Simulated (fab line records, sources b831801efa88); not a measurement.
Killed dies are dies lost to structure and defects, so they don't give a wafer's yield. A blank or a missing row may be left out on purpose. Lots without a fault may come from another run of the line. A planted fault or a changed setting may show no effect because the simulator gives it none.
fab line records | flow sky130
record lots=5 wafers=15 last_day=48
route steps=708 shown PASSIVATION@681 PAD_OPEN@694
lots that met no fault: from a run of the same line without faults
start_h: hours from the record's first day to the start of the lot's first wafer shown | wait_h: hours since the lot's step before | " the same as in the row above | L1.1+2: a row that stands for several wafers | - no value, or no start given | * or withheld: withheld | < > ~ a bound
route shown NAME@n: a module of which the file shows steps, and the number in the route of the first | usual: mean/standard deviation of fault-free wafers | same: alike in all rows | chamber/n: place in a boat | sites: the reading at each site | _std_site: their standard deviation | _edge_site: outer sites' mean less inner sites' | radius_mm: how far each site lies from the wafer's centre | mask NAME#n: copy n | behind: the tool/chamber that last shaped the wafer | hold: why the lot was held/for how many hours/how that ended | device: the transistor (n, p or np) that didn't switch | end of line: the same wafers' tests at the end of the route | a step without rows: its recipe alone | killed: dies lost to structure and defects at the first sort, not the wafer's yield | map: a wafer's dies, x killed, . not, _ none there
set.NAME: the setting as run; set.NAME@STEP: as run at that earlier step | model.NAME: the simulator's own value behind a step, which no gauge read
lots at some steps of the route; a table a step, a row a wafer
services: from which hour (start_h, from the record's first day; less than 0 if before it) a tool's chamber was out of use, for how many hours, and why
## steps
# step SKY_PASSIVATION_CVD_00
# recipe material=SiO2 target_thk_nm=90 temp_c=400 time_s=withheld rf_w=600
# usual heater_power_w=640/87
# columns lot.wafer tool chamber start_h wait_h heater_power_w
L074.1 pecvd-04 1 1025.27 0.0 715
L074.3 " 0 " " 650
L074.6 " 1 " " 733
L076.1 pecvd-02 1 1045.97 0.0 752
L076.2 " 2 " " 643
L076.5 " 0 " " 470
L081.3 pecvd-04 1 1079.58 0.0 679
L081.5 " 1 " " 716
L081.6 " 0 " " 573
L087.1 pecvd-01 0 1109.33 0.0 580
L087.4 " 0 " " 563
L087.6 " 2 " " 575
L088.2 pecvd-02 0 1119.06 0.0 462
L088.3 " 1 " " 769
L088.6 " 1 " " 782
# step SKY_PASSIVATION_THK_MEAS_01
# recipe reads=SiO2_of_PASSIVATION_CVD_00
# usual PASSIVATION_CVD_00_THK=90.0/1.2
# columns lot.wafer tool chamber start_h wait_h PASSIVATION_CVD_00_THK[nm]
L074.1 film_metro-02 - 1025.30 - 89.5
L074.3 " - " " 89.2
L074.6 " - " " 89.4
L076.1 film_metro-03 - 1046.00 - 88.4
L076.2 " - " " 89.5
L076.5 " - " " 90.3
L081.3 film_metro-03 - 1079.62 - 89.6
L081.5 " - " " 90.6
L081.6 " - " " 90.1
L087.1 film_metro-03 - 1109.36 - 89.8
L087.4 " - " " 92.2
L087.6 " - " " 91.7
L088.2 film_metro-04 - 1119.10 - 87.3
L088.3 " - " " 89.2
L088.6 " - " " 89.8
# step SKY_PASSIVATION_CVD_02
# recipe material=Si3N4 target_thk_nm=540 temp_c=400 time_s=withheld rf_w=450
# usual heater_power_w=670/95
# columns lot.wafer tool chamber start_h wait_h heater_power_w
L074.1 pecvd-02 2 1025.36 0.1 708
L074.3 " 0 " " 598
L074.6 " 2 " " 620
L076.1 pecvd-01 0 1046.06 0.1 660
L076.2 " 1 " " 664
L076.5 " 0 " " 668
L081.3 pecvd-01 1 1079.66 0.0 664
L081.5 " 0 " " 703
L081.6 " 2 " " 629
L087.1 pecvd-02 1 1109.42 0.1 841
L087.4 " 0 " " 554
L087.6 " 2 " " 665
L088.2 pecvd-04 0 1119.15 0.0 731
L088.3 " 1 " " 812
L088.6 " 2 " " 660
# step SKY_PASSIVATION_THK_MEAS_03
# recipe reads=Si3N4_of_PASSIVATION_CVD_02
# usual PASSIVATION_CVD_02_THK=541/7.4
# columns lot.wafer tool chamber start_h wait_h PASSIVATION_CVD_02_THK[nm]
L074.1 film_metro-03 - 1025.70 - 539
L074.3 " - " " 559
L074.6 " - " " 550
L076.1 film_metro-03 - 1046.28 - 532
L076.2 " - " " 520
L076.5 " - " " 536
L081.3 film_metro-04 - 1079.91 - 534
L081.5 " - " " 549
L081.6 " - " " 533
L087.1 film_metro-03 - 1109.64 - 535
L087.4 " - " " 544
L087.6 " - " " 550
L088.2 film_metro-04 - 1119.38 - 532
L088.3 " - " " 539
L088.6 " - " " 545
# step SKY_PASSIVATION_DEHYDRATE_04
# recipe temp_c=200 time_s=60
# columns lot.wafer tool chamber start_h wait_h
L074.1+3+6 litho_track-01 0 1036.44 10.7
L076.1+2+5 litho_track-02 0 1056.51 10.2
L081.3+5+6 litho_track-02 0 1089.26 9.3
L087.1+4+6 litho_track-04 0 1118.51 8.9
L088.2+3+6 litho_track-02 0 1128.79 9.4
# step SKY_PASSIVATION_HMDS_05
# recipe prime_time_s=60 prime_temp_c=120
# columns lot.wafer tool chamber start_h wait_h
L074.1+3+6 litho_track-01 0 1036.59 0.1
L076.1+2+5 litho_track-02 0 1056.66 0.1
L081.3+5+6 litho_track-02 0 1089.41 0.1
L087.1+4+6 litho_track-04 0 1118.66 0.1
L088.2+3+6 litho_track-02 0 1128.94 0.1
# step SKY_PASSIVATION_COAT_06
# recipe spin_rpm=2000 resist_thk_nm=3000
# usual dispense_pressure_kPa=53/4.5
# columns lot.wafer tool chamber start_h wait_h dispense_pressure_kPa
L074.1 litho_track-01 0 1036.74 0.1 51
L074.3 " 0 " " 51
L074.6 " 0 " " 51
L076.1 litho_track-02 0 1056.81 0.1 56
L076.2 " 0 " " 56
L076.5 " 0 " " 56
L081.3 litho_track-02 0 1089.56 0.1 56
L081.5 " 0 " " 56
L081.6 " 0 " " 56
L087.1 litho_track-04 0 1118.81 0.1 46
L087.4 " 0 " " 46
L087.6 " 0 " " 46
L088.2 litho_track-02 0 1129.09 0.1 56
L088.3 " 0 " " 56
L088.6 " 0 " " 56
# step SKY_PASSIVATION_SOFTBAKE_07
# recipe temp_c=110 time_s=withheld
# columns lot.wafer tool chamber start_h wait_h
L074.1+3+6 litho_track-01 0 1036.89 0.1
L076.1+2+5 litho_track-02 0 1056.96 0.1
L081.3+5+6 litho_track-02 0 1089.73 0.1
L087.1+4+6 litho_track-04 0 1118.96 0.1
L088.2+3+6 litho_track-02 0 1129.24 0.1
# step SKY_PASSIVATION_EXPOSE_08
# recipe mask_id=NSM target_cd_nm=3000 na=0.57 dose_mj=260
# columns lot.wafer tool chamber start_h wait_h mask
L074.1+3+6 iline_stepper-02 0 - - NSM#0
L076.1+2+5 iline_stepper-01 0 - - NSM#0
L081.3+5+6 iline_stepper-02 0 - - NSM#0
L087.1+4+6 iline_stepper-01 0 - - NSM#0
L088.2+3+6 iline_stepper-02 0 - - NSM#0
# step SKY_PASSIVATION_PEB_09
# recipe temp_c=115 time_s=withheld
# columns lot.wafer tool chamber start_h wait_h
L074.1+3+6 litho_track-02 0 - -
L076.1+2+5 litho_track-01 0 - -
L081.3+5+6 litho_track-01 0 - -
L087.1+4+6 litho_track-02 0 - -
L088.2+3+6 litho_track-04 0 - -
# step SKY_PASSIVATION_DEVELOP_10
# recipe develop_time_s=60 dev_temp_c=23
# columns lot.wafer tool chamber start_h wait_h
L074.1+3+6 litho_track-02 0 - -
L076.1+2+5 litho_track-01 0 - -
L081.3+5+6 litho_track-01 0 - -
L087.1+4+6 litho_track-02 0 - -
L088.2+3+6 litho_track-04 0 - -
# step SKY_PASSIVATION_ETCH_11
# recipe chemistry=CF4/O2 target_depth_nm=725 stop_on=AlCu source_w=800 bias_w=150 pressure_mtorr=150 cf4_flow_sccm=80 O2_flow_sccm=10 time_s=161.1
# usual O2_flow_sccm=10.00/0.032 drypump_motor_current_A=5.7/0.47 oes_product_au=0.979/0.007 throttle_valve_pct=5.964/0.0093
# columns lot.wafer tool chamber start_h wait_h O2_flow_sccm drypump_motor_current_A oes_product_au rf_hours_counter_h throttle_valve_pct
L074.1 rie_diel-01 3 1048.26 - 10.03 5.8 0.970 10 5.965
L074.3 " 1 " " 10.01 5.3 0.989 2 5.970
L074.6 " 0 " " 9.99 6.6 0.996 - 5.945
L076.1 rie_diel-01 3 1067.69 - 9.96 5.8 0.971 10 5.952
L076.2 " 0 " " 10.09 6.5 0.962 17 5.955
L076.5 " 2 " " 10.03 5.7 0.971 - 5.962
L081.3 rie_diel-04 2 1099.59 - 10.00 5.2 0.972 7 5.956
L081.5 " 2 " " 9.96 5.3 0.985 - 5.960
L081.6 " 0 " " 9.98 5.9 0.977 - 5.964
L087.1 rie_diel-04 1 1128.76 - 10.00 5.9 0.975 11 5.975
L087.4 " 3 " " 10.01 6.0 0.986 13 5.980
L087.6 " 0 " " 10.01 5.9 0.983 - 5.969
L088.2 rie_diel-04 2 1138.56 - 9.99 5.3 0.971 8 5.959
L088.3 " 3 " " 10.01 6.1 0.974 13 5.951
L088.6 " 0 " " 10.01 5.9 0.983 - 5.969
# step SKY_PASSIVATION_STRIP_12
# recipe chemistry=O2/N2 power_w=1400 pressure_mtorr=1500 platen_temp_c=withheld overash_fraction=0.7 o2_flow_sccm=3000 n2_flow_sccm=300
# usual drypump_motor_current_A=5.5/0.49 oes_product_au=0.660/0.005 strip_time_to_endpoint_s=31.53/0.12
# columns lot.wafer tool chamber start_h wait_h drypump_motor_current_A oes_product_au rf_hours_counter_h strip_time_to_endpoint_s
L074.1 plasma_asher-03 1 1048.37 0.1 5.3 0.665 87 31.64
L074.3 " 0 " " 6.1 0.665 - 31.49
L074.6 " 1 " " 5.3 0.667 - 31.54
L076.1 plasma_asher-02 1 1067.79 0.1 4.8 0.654 0 31.74
L076.2 " 0 " " 6.0 0.660 0 31.52
L076.5 " 1 " " 4.7 0.661 - 31.73
L081.3 plasma_asher-03 0 1099.73 0.1 6.1 0.664 - 31.43
L081.5 " 0 " " 6.1 0.662 - 31.47
L081.6 " 1 " " 5.4 0.661 - 31.62
L087.1 plasma_asher-04 0 1128.87 0.1 5.6 0.654 41 31.73
L087.4 " 0 " " 5.6 0.658 - 31.35
L087.6 " 0 " " 5.6 0.666 - 31.56
L088.2 plasma_asher-02 0 1138.67 0.1 6.0 0.660 7 31.55
L088.3 " 0 " " 6.0 0.656 - 31.56
L088.6 " 0 " " 6.0 0.662 - 31.59
# step SKY_PAD_OPEN_DEHYDRATE_00
# recipe temp_c=200 time_s=60
# columns lot.wafer tool chamber start_h wait_h
L074.1+3+6 litho_track-03 0 1058.70 10.3
L076.1+2+5 litho_track-03 0 1077.50 9.7
L081.3+5+6 litho_track-04 0 1108.91 9.2
L087.1+4+6 litho_track-03 0 1138.20 9.3
L088.2+3+6 litho_track-01 0 1147.61 8.9
# step SKY_PAD_OPEN_HMDS_01
# recipe prime_time_s=60 prime_temp_c=120
# columns lot.wafer tool chamber start_h wait_h
L074.1+3+6 litho_track-03 0 1058.85 0.1
L076.1+2+5 litho_track-03 0 1077.65 0.1
L081.3+5+6 litho_track-04 0 1109.06 0.1
L087.1+4+6 litho_track-03 0 1138.35 0.1
L088.2+3+6 litho_track-01 0 1147.76 0.1
# step SKY_PAD_OPEN_COAT_02
# recipe spin_rpm=2000 resist_thk_nm=3000
# usual dispense_pressure_kPa=48.2/1.7
# columns lot.wafer tool chamber start_h wait_h dispense_pressure_kPa
L074.1 litho_track-03 0 1059.00 0.1 48.7
L074.3 " 0 " " 48.7
L074.6 " 0 " " 48.7
L076.1 litho_track-03 0 1077.80 0.1 48.7
L076.2 " 0 " " 48.7
L076.5 " 0 " " 48.7
L081.3 litho_track-04 0 1109.21 0.1 45.9
L081.5 " 0 " " 45.8
L081.6 " 0 " " 45.8
L087.1 litho_track-03 0 1138.50 0.1 48.7
L087.4 " 0 " " 48.8
L087.6 " 0 " " 48.7
L088.2 litho_track-01 0 1147.91 0.1 50.9
L088.3 " 0 " " 50.9
L088.6 " 0 " " 51.0
# step SKY_PAD_OPEN_SOFTBAKE_03
# recipe temp_c=110 time_s=withheld
# columns lot.wafer tool chamber start_h wait_h
L074.1+3+6 litho_track-03 0 1059.15 0.1
L076.1+2+5 litho_track-03 0 1077.95 0.1
L081.3+5+6 litho_track-04 0 1109.38 0.1
L087.1+4+6 litho_track-03 0 1138.65 0.1
L088.2+3+6 litho_track-01 0 1148.07 0.1
# step SKY_PAD_OPEN_EXPOSE_04
# recipe mask_id=PDM target_cd_nm=60000 na=0.57 dose_mj=260
# columns lot.wafer tool chamber start_h wait_h mask
L074.1+3+6 iline_stepper-02 0 - - PDM#0
L076.1+2+5 iline_stepper-02 0 - - PDM#0
L081.3+5+6 iline_stepper-02 0 - - PDM#0
L087.1+4+6 iline_stepper-01 0 - - PDM#0
L088.2+3+6 iline_stepper-01 0 - - PDM#0
# step SKY_PAD_OPEN_PEB_05
# recipe temp_c=115 time_s=withheld
# columns lot.wafer tool chamber start_h wait_h
L074.1+3+6 litho_track-03 0 - -
L076.1+2+5 litho_track-03 0 - -
L081.3+5+6 litho_track-04 0 - -
L087.1+4+6 litho_track-03 0 - -
L088.2+3+6 litho_track-03 0 - -
# step SKY_PAD_OPEN_DEVELOP_06
# recipe develop_time_s=60 dev_temp_c=23
# columns lot.wafer tool chamber start_h wait_h
L074.1+3+6 litho_track-03 0 - -
L076.1+2+5 litho_track-03 0 - -
L081.3+5+6 litho_track-04 0 - -
L087.1+4+6 litho_track-03 0 - -
L088.2+3+6 litho_track-03 0 - -
# step SKY_PAD_OPEN_ETCH_07
# recipe chemistry=CF4/O2 target_depth_nm=725 stop_on=AlCu source_w=800 bias_w=150 pressure_mtorr=150 cf4_flow_sccm=80 O2_flow_sccm=10 time_s=161.1
# usual O2_flow_sccm=9.997/0.026 drypump_motor_current_A=5.6/0.51 oes_product_au=0.979/0.0068 throttle_valve_pct=5.963/0.0088
# columns lot.wafer tool chamber start_h wait_h O2_flow_sccm drypump_motor_current_A oes_product_au rf_hours_counter_h throttle_valve_pct
L074.1 rie_diel-03 1 1069.35 - 10.011 4.7 0.978 11 5.962
L074.3 " 0 " " 9.974 5.1 0.995 14 5.968
L074.6 " 1 " " 10.039 4.7 0.987 - 5.960
L076.1 rie_diel-03 1 1088.50 - 9.992 4.7 0.967 12 5.960
L076.2 " 0 " " 10.007 5.1 0.948 15 5.957
L076.5 " 0 " " 10.000 5.1 0.976 - 5.956
L081.3 rie_diel-01 3 1119.51 - 9.970 5.8 0.980 12 5.955
L081.5 " 2 " " 9.979 5.7 0.983 - 5.969
L081.6 " 3 " " 9.983 5.8 0.967 - 5.957
L087.1 rie_diel-01 0 1148.21 - 9.979 6.5 0.975 20 5.963
L087.4 " 2 " " 10.008 5.7 0.985 15 5.976
L087.6 " 3 " " 9.968 5.8 0.984 - 5.958
L088.2 rie_diel-01 0 1157.01 - 9.947 6.6 0.973 20 5.962
L088.3 " 1 " " 10.034 5.3 0.974 6 5.952
L088.6 " 3 " " 9.982 5.8 0.983 - 5.985
# step SKY_PAD_OPEN_STRIP_08
# recipe chemistry=O2/N2 power_w=1400 pressure_mtorr=1500 platen_temp_c=withheld overash_fraction=0.7 o2_flow_sccm=3000 n2_flow_sccm=300
# usual drypump_motor_current_A=5.5/0.42 oes_product_au=0.663/0.0044
# columns lot.wafer tool chamber start_h wait_h drypump_motor_current_A oes_product_au rf_hours_counter_h
L074.1 plasma_asher-04 0 1069.46 0.1 5.6 0.666 35
L074.3 " 0 " " 5.6 0.660 -
L074.6 " 1 " " 5.0 0.657 -
L076.1 plasma_asher-03 0 1088.61 0.1 6.1 0.659 90
L076.2 " 1 " " 5.4 0.655 90
L076.5 " 0 " " 6.1 0.660 -
L081.3 plasma_asher-04 0 1119.65 0.1 5.6 0.666 -
L081.5 " 0 " " 5.6 0.667 -
L081.6 " 1 " " 5.0 0.660 -
L087.1 plasma_asher-03 0 1148.31 0.1 6.1 0.665 96
L087.4 " 1 " " 5.4 0.662 -
L087.6 " 0 " " 6.1 0.664 -
L088.2 plasma_asher-03 0 1157.11 0.1 6.1 0.657 97
L088.3 " 1 " " 5.4 0.664 -
L088.6 " 1 " " 5.4 0.660 -
# step SKY_PAD_OPEN_STRIP_09
# recipe chemistry=post_etch_residue_remover time_s=1200 temp_c=72.5
# usual bath_heat_duty_pct=14.4/2.2
# columns lot.wafer tool chamber start_h wait_h bath_heat_duty_pct
L074.1 wet_bench-04 2 1069.56 0.1 12.4
L074.3 " 2 " " 11.2
L074.6 " 2 " " 12.0
L076.1 wet_bench-03 0 1088.71 0.1 17.4
L076.2 " 0 " " 17.9
L076.5 " 0 " " 17.8
L081.3 wet_bench-03 2 1119.72 0.0 12.6
L081.5 " 2 " " 13.5
L081.6 " 2 " " 12.6
L087.1 wet_bench-03 2 1148.41 0.1 11.6
L087.4 " 2 " " 12.2
L087.6 " 2 " " 11.6
L088.2 wet_bench-03 0 1157.31 0.2 17.1
L088.3 " 0 " " 18.0
L088.6 " 0 " " 16.8
# step SKY_PAD_OPEN_CLEAN_10
# recipe chemistry=IPA time_s=180 temp_c=25
# usual bath_heat_duty_pct=5.9/0.89
# columns lot.wafer tool chamber start_h wait_h bath_heat_duty_pct
L074.1 wet_bench-03 0 1069.90 0.0 7.7
L074.3 " 0 " " 8.8
L074.6 " 0 " " 8.5
L076.1 wet_bench-04 1 1089.08 0.0 6.1
L076.2 " 1 " " 6.0
L076.5 " 1 " " 6.4
L081.3 wet_bench-04 3 1120.06 0.0 6.3
L081.5 " 3 " " 6.6
L081.6 " 3 " " 6.9
L087.1 wet_bench-04 3 1148.75 0.0 5.4
L087.4 " 3 " " 5.5
L087.6 " 3 " " 5.9
L088.2 wet_bench-02 1 1157.68 0.0 5.8
L088.3 " 1 " " 5.2
L088.6 " 1 " " 6.1
# step SKY_PAD_OPEN_CLEAN_11
# recipe chemistry=O3/DIW dry=n2_spin
# columns lot.wafer tool chamber start_h wait_h
L074.1+3+6 wet_bench-02 2 1069.96 0.0
L076.1+2+5 wet_bench-03 3 1089.14 0.0
L081.3+5+6 wet_bench-03 0 1120.12 0.0
L087.1+4+6 wet_bench-03 1 1148.82 0.0
L088.2+3+6 wet_bench-03 1 1157.74 0.0
# step SKY_PAD_OPEN_ANNEAL_12
# recipe temp_c=400 time_s=withheld ambient=N2/H2 idle_temp_c=300 ramp_up_c_per_min=8 ramp_down_c_per_min=4
# columns lot.wafer tool chamber start_h wait_h
L074.1+3+6 furnace-02 0 1070.05 0.0
L076.1+2+5 furnace-02 0 1089.24 0.0
L081.3+5+6 furnace-02 0 1120.21 0.0
L087.1+4+6 furnace-02 0 1148.91 0.0
L088.2+3+6 furnace-01 0 1157.83 0.0
# step SKY_PAD_OPEN_BOW_MEAS_13
# recipe mode=bow
# usual PAD_OPEN_BOW=48/8.2
# columns lot.wafer tool chamber start_h wait_h PAD_OPEN_BOW[um]
L074.1 film_metro-01 - 1071.55 - 54
L074.3 " - " " 51
L074.6 " - " " 54
L076.1 film_metro-03 - 1090.74 - 54
L076.2 " - " " 55
L076.5 " - " " 46
L081.3 film_metro-02 - 1121.75 - 26
L081.5 " - " " 42
L081.6 " - " " 32
L087.1 film_metro-03 - 1150.41 - 55
L087.4 " - " " 66
L087.6 " - " " 43
L088.2 film_metro-03 - 1159.35 - 46
L088.3 " - " " 45
L088.6 " - " " 50
# step SKY_PAD_OPEN_PROBE_99
# usual defect_limited_yield=82.7/2 killed_at_M0_to_M3=42/7.7 killed_at_M4_up=3.1/1.9 killed_at_contacts=24/4.9 killed_at_front_end=15/4.6 killed_at_other=0.3/0.51 killed_dies=85/9.9 killed_open=47/7.1 killed_short=38/6.7 sort_bin_3_pad_short=0.9/0.46 sort_bin_5_function=10.1/1.5 sort_bin_6_memory=6.3/1.1 sort_n_pass=407/9.9 sort_yield_pct=82.7/2
# same gross_dies=492 killed_at_back_side=0 sort_bin_4_leakage[%]=0 sort_bin_8_speed[%]=0
# columns lot.wafer tool chamber start_h wait_h defect_limited_yield[%] killed_at_M0_to_M3 killed_at_M4_up killed_at_contacts killed_at_front_end killed_at_other killed_dies killed_open killed_short sort_bin_3_pad_short[%] sort_bin_5_function[%] sort_bin_6_memory[%] sort_n_pass sort_yield_pct[%]
L076.1 prober-01 - 1090.86 0.1 83.9 37 6 26 10 0 79 35 44 1.2 9.6 5.3 413 83.9
L076.2 prober-01 - 1090.91 0.1 82.5 45 5 19 17 0 86 48 38 0.2 10.8 6.5 406 82.5
L076.5 prober-01 - 1091.06 0.2 82.9 43 4 28 9 0 84 48 36 0.8 10.2 6.1 408 82.9
L087.1 prober-02 - 1150.53 0.1 85.4 35 6 22 9 0 72 47 25 0.6 8.3 5.7 420 85.4
L087.4 prober-02 - 1150.68 0.2 82.9 39 2 31 12 0 84 56 28 0.8 9.1 7.1 408 82.9
L087.6 prober-02 - 1150.78 0.2 81.1 54 6 24 9 0 93 46 46 1.2 11.6 6.1 399 81.1
# killed by level:class
L076.1 CONTACT:geometric_particle:open=12 VIA1:geometric_particle:open=7 METAL4:geometric_particle:short=6 LOCAL_INTERCONNECT:geometric_particle:short=5 CONTACT:geometric_particle:short=5 METAL1:geometric_particle:short=5 METAL2:geometric_particle:short=5 FIELD_ISO:geometric_particle:short=4
L076.2 CONTACT:geometric_particle:open=11 METAL1:geometric_particle:short=9 FIELD_ISO:geometric_particle:open=8 METAL2:geometric_particle:short=8 VIA2:geometric_particle:open=6 VIA3:geometric_particle:open=6 VIA1:geometric_particle:open=5 FIELD_ISO:geometric_particle:short=4
L076.5 VIA1:geometric_particle:open=12 CONTACT:geometric_particle:open=7 CONTACT:geometric_particle:short=7 VIA3:geometric_particle:open=7 LOCAL_INTERCONNECT:geometric_particle:short=6 LI_CONTACT:geometric_particle:open=5 METAL1:geometric_particle:short=5 VIA2:geometric_particle:short=4
L087.1 VIA1:geometric_particle:open=12 CONTACT:geometric_particle:open=9 VIA2:geometric_particle:open=8 LI_CONTACT:geometric_particle:open=5 METAL4:geometric_particle:short=5 CONTACT:geometric_particle:short=5 FIELD_ISO:geometric_particle:open=4 POLY_GATE:geometric_particle:open=3
L087.4 CONTACT:geometric_particle:open=17 VIA1:geometric_particle:open=10 LI_CONTACT:geometric_particle:open=7 VIA3:geometric_particle:open=6 POLY_GATE:geometric_particle:short=5 METAL2:geometric_particle:short=5 VIA2:geometric_particle:open=5 POLY_GATE:geometric_particle:open=4
L087.6 CONTACT:geometric_particle:open=11 VIA1:geometric_particle:short=10 VIA1:geometric_particle:open=10 METAL2:geometric_particle:short=9 VIA2:geometric_particle:open=7 VIA3:geometric_particle:short=6 CONTACT:geometric_particle:short=5 LI_CONTACT:geometric_particle:open=4
## services
# columns tool chamber start_h hours kind
rie_diel-01 1 1005.88 9.0 repair
rie_diel-03 3 1006.93 9.6 repair
wet_bench-02 - 1006.95 1.9 pm
rie_diel-04 0 1010.75 2.0 repair
rie_diel-04 - 1015.01 4.6 repair
rie_diel-04 2 1015.78 3.3 repair
pecvd-01 0 1026.95 7.3 repair
rie_diel-03 3 1030.42 2.0 repair
furnace-02 - 1030.64 2.8 pm
plasma_asher-04 - 1039.85 5.7 repair
rie_diel-04 3 1043.56 8.8 repair
rie_diel-03 2 1049.75 64.1 repair
plasma_asher-02 - 1055.25 9.0 pm
plasma_asher-03 - 1059.28 12.8 pm
iline_stepper-02 - 1070.16 5.0 repair
rie_diel-03 1 1093.05 5.8 repair
rie_diel-04 3 1098.87 11.8 repair
iline_stepper-01 - 1112.13 1.7 pm
iline_stepper-02 - 1120.39 1.7 pm
iline_stepper-01 - 1129.16 2.1 pm
rie_diel-04 2 1131.93 6.5 repair
rie_diel-04 3 1147.19 1.3 repair
pecvd-01 - 1148.63 1.6 repair
furnace-02 - 1157.44 3.9 pm
## key
fault none
